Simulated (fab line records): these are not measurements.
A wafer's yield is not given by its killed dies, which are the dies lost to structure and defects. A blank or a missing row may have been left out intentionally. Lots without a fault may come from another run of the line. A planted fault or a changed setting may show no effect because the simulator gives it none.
What tool caused it? + flow gf180mcu + Sampling: 14 lots, 42 wafers, 4 of 602 route steps

== WHAT EACH GAUGE READ, for each wafer ==
Not one reading of a measure or inspect step in the record can be checked against a usual standard deviation.

== TOOL THAT RAN EACH LOT (tool first, then ch and the chambers of the sampled wafers, then the start) ==
| lot  | GF_VT_IMPLANT_EXPOSE_04             | GF_V1_ETCH_17                                 | GF_V3_STRIP_18                       | GF_V3_SPUTTER_21             |
|------|-------------------------------------|-----------------------------------------------|--------------------------------------|------------------------------|
| L773 | iline stepper-01 ch 0, day 5 09:08  | rie diel-02 ch 1,2, day 22 07:43 or earlier   | plasma asher-02 ch 0,1, day 22 07:43 | pvd sputter-03, day 22 08:14 |
| L776 | iline stepper-01 ch 0, day 6 01:03  | rie diel-03 ch 0,1,2, day 23 17:20 or earlier | plasma asher-03 ch 0,1, day 23 17:20 | pvd sputter-02, day 23 17:50 |
| L777 | iline stepper-01 ch 0, day 6 08:31  | rie diel-02 ch 0,1, day 23 21:31 or earlier   | plasma asher-03 ch 0,1, day 23 21:31 | pvd sputter-02, day 23 22:03 |
| L779 | iline stepper-01 ch 0, day 7 04:03  | rie diel-04 ch 0,2,3, day 25 01:01 or earlier | plasma asher-04 ch 0,1, day 25 01:01 | pvd sputter-04, day 25 01:34 |
| L780 | iline stepper-02 ch 0, day 7 04:17  | rie diel-03 ch 1,2,3, day 25 05:34 or earlier | plasma asher-02 ch 0,1, day 25 05:34 | pvd sputter-03, day 25 06:05 |
| L781 | iline stepper-01 ch 0, day 7 09:09  | rie diel-02 ch 0,1,2, day 25 06:26 or earlier | plasma asher-04 ch 0,1, day 25 06:26 | pvd sputter-04, day 25 07:02 |
| L782 | iline stepper-01 ch 0, day 7 13:55  | rie diel-02 ch 2,3, day 25 14:38 or earlier   | plasma asher-04 ch 0,1, day 25 14:38 | pvd sputter-02, day 25 15:10 |
| L783 | iline stepper-02 ch 0, day 8 02:19  | rie diel-04 ch 0,2,3, day 26 05:46 or earlier | plasma asher-02 ch 0,1, day 26 05:46 | pvd sputter-03, day 26 06:18 |
| L786 | iline stepper-02, day 8 15:25       | -                                             | -                                    | -                            |
| L787 | iline stepper-02, day 8 22:03       | -                                             | -                                    | -                            |
| L790 | iline stepper-02 ch 0, day 9 16:54  | rie diel-03 ch 0,2,3, day 28 03:05 or earlier | plasma asher-04 ch 0,1, day 28 03:05 | pvd sputter-04, day 28 03:38 |
| L794 | iline stepper-01 ch 0, day 10 15:23 | rie diel-03 ch 1,2,3, day 29 06:22 or earlier | plasma asher-02 ch 0,1, day 29 06:22 | pvd sputter-03, day 29 06:59 |
| L795 | iline stepper-02 ch 0, day 10 21:23 | rie diel-04 ch 0,2,3, day 29 16:54 or earlier | plasma asher-04 ch 0,1, day 29 16:54 | pvd sputter-02, day 29 17:28 |
| L796 | iline stepper-01 ch 0, day 11 03:28 | rie diel-02 ch 0,1,3, day 29 16:55 or earlier | plasma asher-03 ch 0,1, day 29 16:55 | pvd sputter-03, day 29 17:26 |
- GF_VT_IMPLANT_EXPOSE_04: exposes mask LVPWELL LV AREA, target cd 600 nm.
- GF_V1_ETCH_17: etches SiO2 in C4F8/O2/Ar, stops on TiN, target depth 630 nm.
- GF_V3_STRIP_18: strips in O2/N2.
- GF_V3_SPUTTER_21: material Ti, target thk 15 nm, time 80.02 s.

== WHAT THE TOOLS THEMSELVES READ (means of the sampled wafers that have a number; where no wafer has one, the mark that the record gives instead) ==
GF_VT_IMPLANT_EXPOSE_04.
| lot  | tool             | exposure dose mJ cm2 | focus offset nm (nm) |
|------|------------------|----------------------|----------------------|
| L773 | iline stepper-01 | 139.82               | 0.3                  |
| L776 | iline stepper-01 | 139.95               | 0.3                  |
| L777 | iline stepper-01 | 139.98               | -0.3                 |
| L779 | iline stepper-01 | 139.88               | -0.5                 |
| L780 | iline stepper-02 | 140.08               | -0.5                 |
| L781 | iline stepper-01 | 139.84               | -0.4                 |
| L782 | iline stepper-01 | 139.92               | -0.4                 |
| L783 | iline stepper-02 | 139.94               | 0.1                  |
| L786 | iline stepper-02 | -                    | -                    |
| L787 | iline stepper-02 | -                    | -                    |
| L790 | iline stepper-02 | 139.97               | -0.3                 |
| L794 | iline stepper-01 | 139.92               | -0.3                 |
| L795 | iline stepper-02 | 140.02               | -0.4                 |
| L796 | iline stepper-01 | 140.00               | 0.2                  |

GF_V1_ETCH_17.
| lot  | tool        | oes product au (a.u.) |
|------|-------------|-----------------------|
| L773 | rie diel-02 | 0.854                 |
| L776 | rie diel-03 | 0.855                 |
| L777 | rie diel-02 | 0.855                 |
| L779 | rie diel-04 | 0.854                 |
| L780 | rie diel-03 | 0.854                 |
| L781 | rie diel-02 | 0.858                 |
| L782 | rie diel-02 | 0.857                 |
| L783 | rie diel-04 | 0.859                 |
| L790 | rie diel-03 | 0.852                 |
| L794 | rie diel-03 | 0.853                 |
| L795 | rie diel-04 | 0.853                 |
| L796 | rie diel-02 | 0.855                 |

GF_V3_STRIP_18.
| lot  | tool            | drypump motor current A (A) | heater power w (W) | oes product au (a.u.) |
|------|-----------------|-----------------------------|--------------------|-----------------------|
| L773 | plasma asher-02 | 5.63                        | 342                | 0.592                 |
| L776 | plasma asher-03 | 5.69                        | 356                | 0.592                 |
| L777 | plasma asher-03 | 5.72                        | 364                | 0.589                 |
| L779 | plasma asher-04 | 5.76                        | 348                | 0.592                 |
| L780 | plasma asher-02 | 5.62                        | 338                | 0.592                 |
| L781 | plasma asher-04 | 5.81                        | 350                | 0.594                 |
| L782 | plasma asher-04 | 5.77                        | 345                | 0.592                 |
| L783 | plasma asher-02 | 5.70                        | 346                | 0.594                 |
| L790 | plasma asher-04 | 5.80                        | 347                | 0.594                 |
| L794 | plasma asher-02 | 5.62                        | 340                | 0.592                 |
| L795 | plasma asher-04 | 5.75                        | 343                | 0.591                 |
| L796 | plasma asher-03 | 5.70                        | 358                | 0.591                 |

GF_V3_SPUTTER_21.
| lot  | tool           | throttle valve pct (%) |
|------|----------------|------------------------|
| L773 | pvd sputter-03 | 29.7                   |
| L776 | pvd sputter-02 | 29.7                   |
| L777 | pvd sputter-02 | 29.2                   |
| L779 | pvd sputter-04 | 30.4                   |
| L780 | pvd sputter-03 | 29.3                   |
| L781 | pvd sputter-04 | 30.4                   |
| L782 | pvd sputter-02 | 29.8                   |
| L783 | pvd sputter-03 | 29.5                   |
| L790 | pvd sputter-04 | 30.7                   |
| L794 | pvd sputter-03 | 29.9                   |
| L795 | pvd sputter-02 | 29.7                   |
| L796 | pvd sputter-03 | 29.4                   |

== THE ANSWER, worked out from the rows above alone ==
Rule: usual is defined by the lots themselves. Put in order of their means at a reading, lots are off if they are a third of the lots or fewer, leave a main group of 4 or more, and stand apart from it by a gap of 3 or more times the standard deviation of the main group's means; of several such gaps the widest counts. If all means in a main group match to the digits the tables above print for the reading, that group is not used. Also off: a lot with no number at a reading for which 4 or more lots have one. Where the step has rows for the other lots, those lots are counted as sound. After the gauges, taken in route order, come the tools' own readings; for these a lot's mean is taken, as printed above. The first step at which some lot is off is used, and at that step the reading that is off furthest; a lot without a number counts as furthest.
Off at GF_VT_IMPLANT_EXPOSE_04 (exposure dose mJ cm2): L786, L787. Without a number there: L786, L787. The main group has a mean of 139.94 with a standard deviation of 0.071.
If a tool, at that step or one of the process steps before it, ran each lot that is off and ran no sound lot following the first of them, it fits. No candidate that was tried fits.

== WHAT THE SIMULATOR PUT IN ==
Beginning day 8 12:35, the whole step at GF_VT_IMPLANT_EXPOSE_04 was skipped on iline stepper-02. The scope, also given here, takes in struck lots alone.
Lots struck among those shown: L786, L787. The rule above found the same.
